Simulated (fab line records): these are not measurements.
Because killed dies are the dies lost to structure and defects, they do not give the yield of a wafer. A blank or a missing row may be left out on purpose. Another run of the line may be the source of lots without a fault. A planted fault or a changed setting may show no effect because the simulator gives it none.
Lot-split experiment + flow sfqLine + on a route of 325 steps: 5 lots, 23 wafers read

== THE SPLIT ==
At SFQ_TRILAYER_M7_DEP_SPUTTER_175 (material Nb, target thk 200 nm, time 133.3 s), the setting timeS was moved away from the recipe's 133.3 s on 11 of the 23 wafers read, by -11.3% to +10.8%. The other wafers ran this setting at the recipe's value.

No step appears in the file between the split and the reading.

== THE READING ==
M7_NB_RS (ohm/sq), read at SFQ_M7_RS_MEAS_943 with a four-point probe. Typical for fault-free wafers on this fab line: 0.893 ohm/sq, with standard deviation 0.01 ohm/sq.

| wafer  | tool, chamber at the split | timeS as run, s | against the recipe | M7_NB_RS, ohm/sq | against lot-mates on the recipe |
|--------|----------------------------|-----------------|--------------------|------------------|---------------------------------|
| L079.2 | pvdSputter-04, -           | 118.3           | -11.3%             | 0.995            | +0.110                          |
| L079.3 | pvdSputter-04, -           | 118.3           | -11.3%             | 1.019            | +0.134                          |
| L079.4 | pvdSputter-04, -           | 133.3           | recipe             | 0.889            | -                               |
| L079.5 | pvdSputter-04, -           | 118.3           | -11.3%             | 0.998            | +0.113                          |
| L079.6 | pvdSputter-04, -           | 133.3           | recipe             | 0.880            | -                               |
| L081.3 | pvdSputter-04, -           | 133.3           | recipe             | 0.902            | -                               |
| L081.5 | pvdSputter-04, -           | 133.3           | recipe             | 0.911            | -                               |
| L081.6 | pvdSputter-04, -           | 133.3           | recipe             | 0.892            | -                               |
| L083.1 | pvdSputter-04, -           | 133.3           | recipe             | 0.899            | -                               |
| L083.2 | pvdSputter-04, -           | 118.3           | -11.3%             | 0.990            | +0.096                          |
| L083.4 | pvdSputter-04, -           | 118.3           | -11.3%             | 1.002            | +0.108                          |
| L083.5 | pvdSputter-04, -           | 133.3           | recipe             | 0.900            | -                               |
| L083.6 | pvdSputter-04, -           | 133.3           | recipe             | 0.883            | -                               |
| L084.1 | pvdSputter-05, -           | 147.7           | +10.8%             | 0.807            | -0.096                          |
| L084.2 | pvdSputter-05, -           | 147.7           | +10.8%             | 0.814            | -0.089                          |
| L084.3 | pvdSputter-05, -           | 133.3           | recipe             | 0.896            | -                               |
| L084.4 | pvdSputter-05, -           | 147.7           | +10.8%             | 0.813            | -0.090                          |
| L084.6 | pvdSputter-05, -           | 133.3           | recipe             | 0.909            | -                               |
| L085.1 | pvdSputter-04, -           | 133.3           | recipe             | 0.882            | -                               |
| L085.2 | pvdSputter-04, -           | 144.4           | +8.3%              | 0.822            | -0.061                          |
| L085.3 | pvdSputter-04, -           | 144.4           | +8.3%              | 0.820            | -0.063                          |
| L085.4 | pvdSputter-04, -           | 144.4           | +8.3%              | 0.836            | -0.047                          |
| L085.5 | pvdSputter-04, -           | 133.3           | recipe             | 0.883            | -                               |

THE FIT
A straight line over all 23 wafers: M7_NB_RS changes by -0.00872 ohm/sq for each +1% of timeS; r = -0.99; the points scatter about the line by 0.011 ohm/sq.
The same after taking each lot's own level away (the mean of its wafers on the recipe; 23 wafers): -0.00898 ohm/sq for each +1%; r = -0.99; scatter 0.011 ohm/sq.
The reading moves by 0.1 ohm/sq for the largest change in timeS, on that fit.
From 0.8825 to 0.9025 ohm/sq: that is the span of the lots' own levels, equal to 2.0 times the standard deviation above.
The two slopes are in agreement: the lot-to-lot level therefore moves the slope only a little.
Check: with one of the wafers moved furthest among these (-11.3%) left out of the fit, the line predicts +0.106 ohm/sq for it against its lot-mates. Against them it came out at +0.11 ohm/sq.

== THESE WAFERS: OTHER SPLITS ==
Other splits were also applied to these wafers ahead of the reading. Each is held against what the fit with the lots' levels taken away leaves over:
| other split on the same wafers                     | wafers away from the commonest value | r with M7_NB_RS (lot level and that fit taken away) |
|----------------------------------------------------|--------------------------------------|-----------------------------------------------------|
| SFQ_TRILAYER_JJ_CE_BARC_OPEN_RIE_150 pressureMtorr | 10                                   | -0.06                                               |
| SFQ_TRILAYER_M5_ETCH_METAL_ETCH_126 timeS          | 9                                    | +0.34                                               |
| SFQ_TRILAYER_R5_DEP_SPUTTER_132 timeS              | 9                                    | -0.07                                               |
| SFQ_TRILAYER_R5_LITHO_COAT_136 resistThkNm         | 4                                    | -0.27                                               |
| SFQ_TRILAYER_R5_BARC_OPEN_METAL_ETCH_177 timeS     | 4                                    | -0.04                                               |
| SFQ_TRILAYER_A5C_DEP_PECVD_142 timeS               | 11                                   | -0.25                                               |
| SFQ_TRILAYER_I5_ETCH_VIA_ETCH_147 sourceW          | 10                                   | +0.16                                               |
| SFQ_TRILAYER_C5_ETCH_VIA_ETCH_154 biasW            | 6                                    | +0.08                                               |
| SFQ_TRILAYER_M6_DEP_PRE_CLEAN_158 biasV            | 7                                    | +0.00                                               |
| SFQ_TRILAYER_M6_LITHO_PEB_162 pebTimeS             | 6                                    | +0.37                                               |
| SFQ_TRILAYER_M6_ETCH_METAL_ETCH_162 pressureMtorr  | 15                                   | -0.15                                               |
| SFQ_TRILAYER_I6_VIA_LITHO_EXPOSE_170 doseMj        | 5                                    | -0.04                                               |

== THE WHOLE CHAIN: every reading that the file lists as answering this split, in the file's order ==
| step                            | what it does                                 | reading                                                                                  | change (the file's fit)              | r (the file's) |
|---------------------------------|----------------------------------------------|------------------------------------------------------------------------------------------|--------------------------------------|----------------|
| SFQ_TRILAYER_M7_DEP_SPUTTER_175 | material Nb, target thk 200 nm, time 133.3 s | Nb_of_TRILAYER_M7_DEP_SPUTTER_175.thkNm (the simulator's own value, which no gauge read) | +1.92 nm for each +1% of the setting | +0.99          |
| SFQ_M7_RS_MEAS_943              | measures by four-point-probe                 | M7_NB_RS                                                                                 | -0.009 for each +1% of the setting   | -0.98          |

== FILE'S OWN FIT ==
M7_NB_RS changes by -0.009 ohm/sq for each +1% of timeS, r = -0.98.
